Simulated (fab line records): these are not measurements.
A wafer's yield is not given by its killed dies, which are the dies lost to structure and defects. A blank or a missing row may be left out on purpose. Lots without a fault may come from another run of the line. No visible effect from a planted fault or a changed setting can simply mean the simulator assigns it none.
Shared-tool check -- flow sky130 -- 42 wafers sampled across 12 lots

## THE REASON FOR OPENING IT
SKY_VT_ADJUST_LVTN_TW_MEAS_21, reading VT_ADJUST_LVTN_2_TW: flagged on 2 of 12 lots. Fault-free wafers read 187.2, with a standard deviation of 1.5.
Rule: flag the lot when none of its wafers has a number, or when each of its wafers that has one lies beyond 4 standard deviations from that mean. All remaining lots are regarded as sound.

lot,measured,on,"VT_ADJUST_LVTN_2_TW, wafer by wafer",flag
L430,day 7 22:43,film_metro-01,188.8 188.4 189.4,
L431,day 8 05:43,film_metro-04,186.0 184.7 185.2,
L432,day 8 12:26,film_metro-01,188.7 188.1 188.8,
L434,day 8 23:43,film_metro-03,187.3 186.7 187.7,
L437,day 10 01:49,film_metro-01,30.1 30.1 30.0 30.0 30.2 30.2,FLAGGED
L438,day 10 17:34,film_metro-03,30.0 29.8 29.9 29.9 29.7 30.1,FLAGGED
L446,day 12 09:23,film_metro-01,189.8 189.0 189.1,
L447,day 12 20:23,film_metro-03,186.7 187.1 187.6,
L448,day 13 03:29,film_metro-03,187.3 185.5 185.8,
L450,day 13 17:55,film_metro-01,189.6 189.4 189.5,
L451,day 13 22:05,film_metro-01,188.8 188.1 187.8,
L452,day 14 05:04,film_metro-01,189.5 189.5 189.3,
On average the flagged lots read 30.0, which is -157.2 against the usual, or -99 or more standard deviations.

## LOT BY LOT: THE TOOL USED
Before the reading, the record contains 3 process steps out of a 708-step route. Every cell lists first the tool, next ch and the chambers used by the sampled wafers, and last the start.
lot,flag,SKY_VT_ADJUST_HVTP_STRIP_10,SKY_VT_ADJUST_LVTN_DEVELOP_17,SKY_VT_ADJUST_LVTN_STRIP_20
L430,,"plasma_asher-02 ch 1, day 6 06:56","litho_track-04 ch 0, day 7 22:18","plasma_asher-04 ch 0,1, day 7 22:37"
L431,,"plasma_asher-01 ch 0,1, day 6 12:56","litho_track-04 ch 0, day 8 05:16","plasma_asher-02 ch 0,1, day 8 05:37"
L432,,"plasma_asher-01 ch 0,1, day 6 20:19","litho_track-02 ch 0, day 8 12:00","plasma_asher-02 ch 0,1, day 8 12:20"
L434,,"plasma_asher-02 ch 0,1, day 7 06:32","litho_track-04 ch 0, day 8 23:18","plasma_asher-04 ch 1, day 8 23:37"
L437,FLAGGED,"plasma_asher-01 ch 0,1, day 8 05:58","litho_track-04 ch 0, day 10 01:22","plasma_asher-03 ch 0,1, day 10 01:43"
L438,FLAGGED,"plasma_asher-04 ch 0,1, day 8 20:32","litho_track-04 ch 0, day 10 17:07","plasma_asher-04 ch 0,1, day 10 17:28"
L446,,"plasma_asher-02 ch 0,1, day 10 10:38","litho_track-01 ch 0, day 12 08:58","plasma_asher-04 ch 0,1, day 12 09:17"
L447,,"plasma_asher-01 ch 0, day 10 18:50","litho_track-02 ch 0, day 12 19:57","plasma_asher-04 ch 1, day 12 20:17"
L448,,"plasma_asher-04 ch 0,1, day 11 02:29","litho_track-01 ch 0, day 13 03:02","plasma_asher-03 ch 0,1, day 13 03:23"
L450,,"plasma_asher-04 ch 0,1, day 11 15:25","litho_track-02 ch 0, day 13 17:30","plasma_asher-02 ch 0,1, day 13 17:49"
L451,,"plasma_asher-02 ch 1, day 11 19:17","litho_track-01 ch 0, day 13 21:38","plasma_asher-04 ch 0,1, day 13 21:59"
L452,,"plasma_asher-04 ch 0,1, day 12 02:32","litho_track-02 ch 0, day 14 04:40","plasma_asher-02 ch 0,1, day 14 04:58"
What these steps do:
- SKY_VT_ADJUST_HVTP_STRIP_10: strips in O2/N2.
- SKY_VT_ADJUST_LVTN_DEVELOP_17: develop time 60 s.
- SKY_VT_ADJUST_LVTN_STRIP_20: strips in O2/N2.
- SKY_VT_ADJUST_LVTN_TW_MEAS_21

## FLAGGED OVER TOTAL, TOOL BY TOOL (the gauges that took the reading come last)
step,tool,lots run,flagged,share of the flagged lots,sound lots run after its first flagged lot
SKY_VT_ADJUST_HVTP_STRIP_10,plasma_asher-01,4,1,some,1 (L447)
SKY_VT_ADJUST_HVTP_STRIP_10,plasma_asher-02,4,0,none,-
SKY_VT_ADJUST_HVTP_STRIP_10,plasma_asher-04,4,1,some,"3 (L448,L450,L452)"
SKY_VT_ADJUST_LVTN_DEVELOP_17,litho_track-01,3,0,none,-
SKY_VT_ADJUST_LVTN_DEVELOP_17,litho_track-02,4,0,none,-
SKY_VT_ADJUST_LVTN_DEVELOP_17,litho_track-04,5,2,all,0
SKY_VT_ADJUST_LVTN_STRIP_20,plasma_asher-02,4,0,none,-
SKY_VT_ADJUST_LVTN_STRIP_20,plasma_asher-03,2,1,some,1 (L448)
SKY_VT_ADJUST_LVTN_STRIP_20,plasma_asher-04,6,1,some,"3 (L446,L447,L451)"
SKY_VT_ADJUST_LVTN_TW_MEAS_21,film_metro-01,7,1,some,"4 (L446,L450,L451,L452)"
SKY_VT_ADJUST_LVTN_TW_MEAS_21,film_metro-03,4,1,some,"2 (L447,L448)"
SKY_VT_ADJUST_LVTN_TW_MEAS_21,film_metro-04,1,0,none,-

## WHAT THE TABLE ALLOWS
All flagged lots share 1 row of the table, namely litho_track-04 at SKY_VT_ADJUST_LVTN_DEVELOP_17.
- litho_track-04 at SKY_VT_ADJUST_LVTN_DEVELOP_17 ran 5 lots, 2 of them flagged. Its last sound lot is L434 (day 8 23:18), its first flagged lot L437 (day 10 01:22): a fault that began between those two fits.
One tool is left: litho_track-04 at SKY_VT_ADJUST_LVTN_DEVELOP_17.

## WHAT WAS PUT IN BY THE SIMULATOR
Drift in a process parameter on litho_track-04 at SKY_VT_ADJUST_LVTN_DEVELOP_17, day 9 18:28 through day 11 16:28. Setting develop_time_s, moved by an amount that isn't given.
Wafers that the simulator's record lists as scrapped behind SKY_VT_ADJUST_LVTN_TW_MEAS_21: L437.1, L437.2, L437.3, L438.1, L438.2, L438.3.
Struck lots among those shown: L437, L438. This agrees with what the rule above found.
